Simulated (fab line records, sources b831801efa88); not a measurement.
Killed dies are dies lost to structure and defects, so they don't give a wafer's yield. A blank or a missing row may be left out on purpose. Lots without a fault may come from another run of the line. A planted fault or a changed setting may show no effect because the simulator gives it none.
One fault seen from 2 desks | flow gf180mcu | each desk has only its own numbers; what lay behind them comes last

THE TOOL OWNER'S DESK: rie_metal-01
The tool's own readings at GF_MIM_METAL_ETCH_19 (etches the open film in Cl2/BCl3, stops on Si3N4, target depth 324.5 nm, time 54.1 s): means of the sampled wafers that have a number, for each lot that ran on this tool. A lot is out of limits, marked OUT, if its mean lies more than 4 standard deviations from the usual mean; the brackets give that distance.
Columns: A = drypump_motor_current_A at GF_MIM_METAL_ETCH_19, usual 5.6 A; B = he_backside_leak_sccm at GF_MIM_METAL_ETCH_19, usual 3.37 sccm; C = oes_product_au at GF_MIM_METAL_ETCH_19, usual 0.940 a.u.; D = run_length_s at GF_MIM_METAL_ETCH_19, usual 82.3 s; E = throttle_valve_pct at GF_MIM_METAL_ETCH_19, usual 28.283 %
lot  | first seen here | A   | B    | C                | D              | E
L797 | day 25 20:01    | 5.5 | 3.29 | 0.940            | 82.0           | 28.289
L798 | day 26 07:40    | 5.9 | 3.46 | 0.941            | 82.4           | 28.286
L801 | day 27 08:59    | 5.5 | 3.15 | 0.937            | 82.0           | 28.280
L806 | day 29 03:41    | 5.5 | 3.25 | 0.884 (-10) OUT  | 88.1 (+19) OUT | 28.336 (+5.3) OUT
L808 | day 29 20:05    | 5.6 | 3.45 | 0.901 (-7.1) OUT | 87.1 (+15) OUT | 28.345 (+6.2) OUT
This desk's finding: out of limits on L806, L808; first on L806, day 29 03:41 (oes_product_au at GF_MIM_METAL_ETCH_19). In limits: L797, L798, L801.

THE METROLOGY DESK
What the gauges read, lot by lot, whatever tool the lot ran on: means of the sampled wafers that have a number. A lot is out of limits, marked OUT, if its mean lies more than 4 standard deviations from the usual mean; the brackets give that distance.
Columns: A = V1_OVL at GF_V1_OVL_MEAS_15, usual 1 nm; B = V1_W_THK at GF_V1_THK_MEAS_25, usual 347 nm; C = V4_CVD_02_THK at GF_V4_THK_MEAS_03, usual 848 nm
lot  | first seen here | A  | B   | C
L796 | day 18 07:59    | 3  | 343 | 850
L797 | day 18 13:55    | 4  | 341 | 835
L798 | day 19 02:00    | -9 | 337 | 840
L799 | day 19 07:11    | 1  | 349 | 854
L800 | day 19 21:23    | 0  | 349 | 845
L801 | day 20 08:18    | 8  | 348 | 846
L802 | day 20 12:56    | 5  | 343 | 839
L806 | day 22 09:33    | -1 | 341 | 849
L808 | day 23 07:06    | -2 | 344 | 852
L813 | day 24 17:11    | 1  | 340 | 852
L815 | day 25 05:19    | -3 | 349 | 860
L819 | day 26 12:13    | 9  | 356 | 829
This desk's finding: nothing out of limits on any of the 12 lots.

PUT TOGETHER
The tool owner's desk could have raised an alarm at day 29 03:41, on L806, L808.
The metrology desk saw nothing out of limits.
The metrology desk has L806, L808 on record, within its limits.
Of the lots named, all ran GF_MIM_METAL_ETCH_19 on rie_metal-01.

WHAT THE SIMULATOR HAD PUT IN
Process parameter drift: rie_metal-01, from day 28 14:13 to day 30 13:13, at GF_MIM_METAL_ETCH_19. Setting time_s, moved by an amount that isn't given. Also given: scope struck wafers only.
Lots struck among those shown: L806, L808.
Hours from the fault's start to each desk's first reading out of limits: the tool owner's desk, 13.
